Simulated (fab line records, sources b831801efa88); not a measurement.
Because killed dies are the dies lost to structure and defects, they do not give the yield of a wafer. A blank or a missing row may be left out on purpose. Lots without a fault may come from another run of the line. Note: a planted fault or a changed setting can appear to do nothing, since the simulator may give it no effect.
A struck lot beside a sound one	flow sky130	21 steps out of a route of 708
Sound: these wafers, L700.1, L700.2, L700.3. Struck: wafer L706.4. (L706.3 of the same lot was not struck and is left out.) The cause comes at the end.
Order at every step that has rows: each side's tool, ch and its chambers, its first start. Under that, the readings that differ: sound wafers	struck wafers	difference of the means	sigmas: that difference in standard deviations of wafers without a fault.
alike: same words and numbers on both sides, and readings whose means sit less than 2 such deviations apart. not compared: any withheld reading, any reading some wafer has no value for, any bound like >300 that may hide the same value, and any number with overlapping values for which the record gives no deviation.
A row with sigmas, a row that says differs or no value, or rows on one side alone: a step with any of these is where the two part. Numbers that have no deviation but don't overlap get no sigmas and don't part them. Lack of a reading on every wafer of one side parts them only where that side has two or more wafers.

first, 4 steps without rows for these wafers: SKY_METAL2_STRIP_21 (strips in post etch residue remover, time 1200 s); SKY_METAL2_CLEAN_22 (cleans in IPA, time 180 s); SKY_METAL2_CLEAN_23 (cleans in O3/DIW); SKY_VIA2_HDPCVD_00 (deposits SiO2, target thk 1180 nm, time 196.7 s).
SKY_VIA2_THK_MEAS_01:
  sound on filmMetro-01, day 37 02:14; struck on filmMetro-01, day 38 14:36
  alike: VIA2_HDPCVD_THK
SKY_VIA2_CMP_02: polishes SiO2.
  sound on cmp-02 ch 0,1,2, day 37 02:17; struck on cmp-01 ch 0, day 38 14:46
  alike: motorCurrentA
SKY_VIA2_BOW_MEAS_03:
  sound on filmMetro-04, day 37 02:35; struck on filmMetro-01, day 38 15:03
  alike: VIA2_BOW
then, 5 steps without rows for these wafers: SKY_VIA2_DEHYDRATE_04 (time 60 s); SKY_VIA2_HMDS_05 (prime time 60 s); SKY_VIA2_COAT_06 (resist thk 60 nm); SKY_VIA2_COAT_07 (resist thk 450 nm); SKY_VIA2_SOFTBAKE_08 (time 90 s).
SKY_VIA2_EXPOSE_09: exposes mask VIM2, target cd 200 nm.
  sound on krfScanner-01 ch 0, day 37 16:08; struck on krfScanner-01 ch 0, day 39 02:47
  alike: mask
then, 2 steps without rows for these wafers: SKY_VIA2_PEB_10; SKY_VIA2_DEVELOP_11 (develop time 60 s).
SKY_VIA2_CD_MEAS_12: the cd target is 200 nm.
  sound on cdSem-01, day 38 04:57; struck on cdSem-02, day 39 15:15
reading	sound	struck	difference	sigmas
cdNm (nm)	201.0 200.8 201.2	190.3	-10.7	-9
SKY_VIA2_OVL_MEAS_13:
  sound on overlay-02, day 38 05:04; struck on overlay-01, day 39 15:20
  alike: VIA2_OVL
SKY_VIA2_ETCH_14: etches BARC in N2/H2, stops on SiO2, time 45.9 s, target depth 60 nm.
  sound on rieDiel-04 ch 0,2,3, day 38 05:07; struck on rieDiel-01 ch 2, day 39 15:22
reading	sound	struck	difference	sigmas
rfHoursCounterH (h)	14 19 13	2	-13	
model.VIA2.cdNm (nm)	200.6 200 201.3	190.4	-10.2	
  alike: drypumpMotorCurrentA, h2FlowSccm, oesProductAu, throttleValvePct
SKY_VIA2_ETCH_15: etches SiO2 in C4F8/O2/Ar, stops on TiN, target depth 546 nm, time 84 s.
  sound on rieDiel-04 ch 0,2,3, day 38 05:09; struck on rieDiel-01 ch 2, day 39 15:25
reading	sound	struck	difference	sigmas
rfHoursCounterH (h)	14 20 13	2	-14	
model.VIA2.cdNm (nm)	198.8 201.5 202.7	187.3	-13.7	
  alike: oesProductAu
SKY_VIA2_STRIP_16: strips in O2/N2.
  sound on plasmaAsher-01 ch 0,1, day 38 05:13; struck on plasmaAsher-02 ch 1, day 39 15:30
  alike: drypumpMotorCurrentA, oesProductAu, stripTimeToEndpointS
  not compared: rfHoursCounterH
-- the record jumps here: 9 days lie between the struck wafers' starts before and after (it left off in module VIA2 and takes up again in module PAD_OPEN, whose first step shown is number 708 of the route) --
SKY_PAD_OPEN_PROBE_99:
  sound on prober-02, day 47 06:38; struck on prober-02, day 48 13:11
reading	sound	struck	difference	sigmas
killedAtContacts	19 26 27	36	+12	+2
model.etest.via2Chain.rcOhm	10.35 9.385 9.616	11.69	+1.91	
  alike: defectLimitedYield, killed_at_M0_to_M3, killed_at_M4_up, killedAtFrontEnd, killedAtOther, killedDies, killedOpen, killedShort, sort_bin_3_pad_short, sort_bin_5_function, sort_bin_6_memory, sortNPass, sortYieldPct

WHERE THEY PART
Earliest at SKY_VIA2_CD_MEAS_12; latest, in this record, at SKY_PAD_OPEN_PROBE_99.

WHY: the cause the simulator had injected
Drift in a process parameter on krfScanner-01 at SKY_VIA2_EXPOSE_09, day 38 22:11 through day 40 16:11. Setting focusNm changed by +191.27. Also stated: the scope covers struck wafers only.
